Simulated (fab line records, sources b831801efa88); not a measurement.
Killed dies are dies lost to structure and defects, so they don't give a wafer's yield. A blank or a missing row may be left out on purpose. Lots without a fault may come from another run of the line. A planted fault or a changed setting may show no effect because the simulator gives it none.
A struck lot beside a sound one | flow gf180mcu | 32 steps out of a route of 602
Sound: wafers L183.1, L183.3, L183.6. Struck: wafers L195.2, L195.3, L195.6. The cause comes at the end.
At each step with rows: each side's tool, then ch and its chambers, then its first start. Under that, the readings that differ: sound wafers | struck wafers | difference of the means | sigmas: that difference in standard deviations of wafers without a fault.
alike: readings whose means differ by less than 2 such deviations, and words and numbers that are the same on both sides. not compared: withheld readings, readings that some wafer has no value for, bounds like >300 that may hide the same value, and numbers for which the record gives no deviation and whose values overlap.
The two part at a step that has a row with sigmas, a row that says differs or no value, or rows on one side only. Numbers that don't overlap but have no deviation are shown without sigmas and don't part them. A reading that every wafer of one side lacks parts them only if that side has two wafers or more.

first, 1 step without rows for these wafers: GF_HV_LDD_CVD_56 (deposits Si3N4 from DCS/NH3, target thk 90 nm, time 1543 s).
GF_HV_LDD_THK_MEAS_57:
  sound on film_metro-03, day 12 13:58; struck on film_metro-01, day 16 23:50
  alike: HV_LDD_CVD_56_THK
GF_HV_LDD_ETCHBACK_58: etches Si3N4 in CH3F/O2, stops on SiO2, time 100 s, target depth 90 nm.
  sound on rie_diel-03 ch 0,1,3, day 12 14:01; struck on rie_diel-02 ch 0,2, day 16 23:53
  alike: drypump_motor_current_A, oes_product_au, throttle_valve_pct
  not compared: rf_hours_counter_h
then, 7 steps without rows for these wafers: GF_NSD_DEHYDRATE_00 (time 60 s); GF_NSD_HMDS_01 (prime time 60 s); GF_NSD_COAT_02 (resist thk 1000 nm); GF_NSD_SOFTBAKE_03 (time 60 s); GF_NSD_EXPOSE_04 (exposes mask Nplus, target cd 400 nm); GF_NSD_PEB_05; GF_NSD_DEVELOP_06 (develop time 60 s).
GF_NSD_CD_MEAS_07: target cd 400 nm.
  sound on cd_sem-02, day 13 09:29; struck on cd_sem-01, day 17 21:54
  alike: cd_nm
GF_NSD_OVL_MEAS_08:
  sound on overlay-02, day 13 09:36; struck on overlay-01, day 17 22:00
  alike: NSD_OVL
GF_NSD_IMPLANT_09:
  sound on implanter-04 ch 0, day 13 09:38; struck on implanter-02 ch 0, day 17 22:04
  reading                   | sound             | struck            | difference | sigmas
  implant_ion_amu           | 75 75 75          | 49 49 49          | -26        |
  model.implant.rp_nm (nm)  | 37.08 37.08 37.08 | 44.3 44.3 44.3    | +7.2       |
  model.implant.drp_nm (nm) | 16.15 16.15 16.15 | 21.23 21.23 21.23 | +5.08      |
then, 1 step without rows for these wafers: GF_NSD_IMPLANT_10.
GF_NSD_STRIP_11: strips in O2/N2.
  sound on plasma_asher-02 ch 0, day 13 09:56; struck on plasma_asher-04 ch 0,1, day 17 22:20
  reading                      | sound             | struck            | difference | sigmas
  heater_power_w (W)           | 403 408 407       | 275 277 350       | -105       | -2
  oes_product_au (a.u.)        | 0.492 0.477 0.485 | 0.476 0.474 0.468 | -0.012     | -3
  strip_time_to_endpoint_s (s) | 23.04 23.02 23.01 | 23.74 23.76 23.74 | +0.72      | +20
  alike: drypump_motor_current_A
  not compared: rf_hours_counter_h
GF_NSD_TW_MEAS_12:
  sound on film_metro-03, day 13 10:02; struck on film_metro-03, day 17 22:26
  reading | sound          | struck         | difference | sigmas
  NSD_TW  | 4296 4283 4298 | 4200 4221 4222 | -78        | -2
then, 7 steps without rows for these wafers: GF_PSD_DEHYDRATE_00 (time 60 s); GF_PSD_HMDS_01 (prime time 60 s); GF_PSD_COAT_02 (resist thk 1000 nm); GF_PSD_SOFTBAKE_03 (time 60 s); GF_PSD_EXPOSE_04 (exposes mask Pplus, target cd 400 nm); GF_PSD_PEB_05; GF_PSD_DEVELOP_06 (develop time 60 s).
GF_PSD_CD_MEAS_07: target cd 400 nm.
  sound on cd_sem-02, day 14 05:53; struck on cd_sem-01, day 18 22:10
  alike: cd_nm
GF_PSD_OVL_MEAS_08:
  sound on overlay-02, day 14 06:00; struck on overlay-01, day 18 22:17
  alike: PSD_OVL
then, 1 step without rows for these wafers: GF_PSD_IMPLANT_09.
GF_PSD_STRIP_10: strips in O2/N2.
  sound on plasma_asher-01 ch 0,1, day 14 06:11; struck on plasma_asher-04 ch 0, day 18 22:28
  alike: drypump_motor_current_A, heater_power_w, oes_product_au, strip_time_to_endpoint_s
  not compared: rf_hours_counter_h
GF_PSD_TW_MEAS_11:
  sound on film_metro-01, day 14 06:17; struck on film_metro-02, day 18 22:34
  reading | sound          | struck         | difference | sigmas
  PSD_TW  | 3228 3226 3204 | 3150 3145 3131 | -77        | -3
then, 1 step without rows for these wafers: GF_PSD_CLEAN_12 (cleans in SC1/SC2, time 150 s).
GF_PSD_RTA_13: time 20 s.
  sound on rtp_anneal-02 ch 0, day 14 06:24; struck on rtp_anneal-02 ch 0, day 18 22:42
  alike: lamp_power_pct, wafer_temp_C_max
GF_PSD_RS_MEAS_14: measures by four-point-probe.
  sound on film_metro-01, day 14 06:29; struck on film_metro-02, day 18 22:52
  reading         | sound             | struck | difference                    | sigmas
  NSD_RS (ohm/sq) | 46.09 46.24 46.06 | - - -  | no value on the struck wafers |
GF_PSD_RS_MEAS_15: measures by four-point-probe.
  sound on film_metro-01, day 14 06:36; struck on film_metro-02, day 18 22:59
  alike: PSD_RS

WHERE THEY PART
First at GF_NSD_STRIP_11; last, within this record, at GF_PSD_RS_MEAS_14. Later steps at which nothing parts them and some readings are alike: GF_PSD_RS_MEAS_15.

WHY: what the simulator had put in
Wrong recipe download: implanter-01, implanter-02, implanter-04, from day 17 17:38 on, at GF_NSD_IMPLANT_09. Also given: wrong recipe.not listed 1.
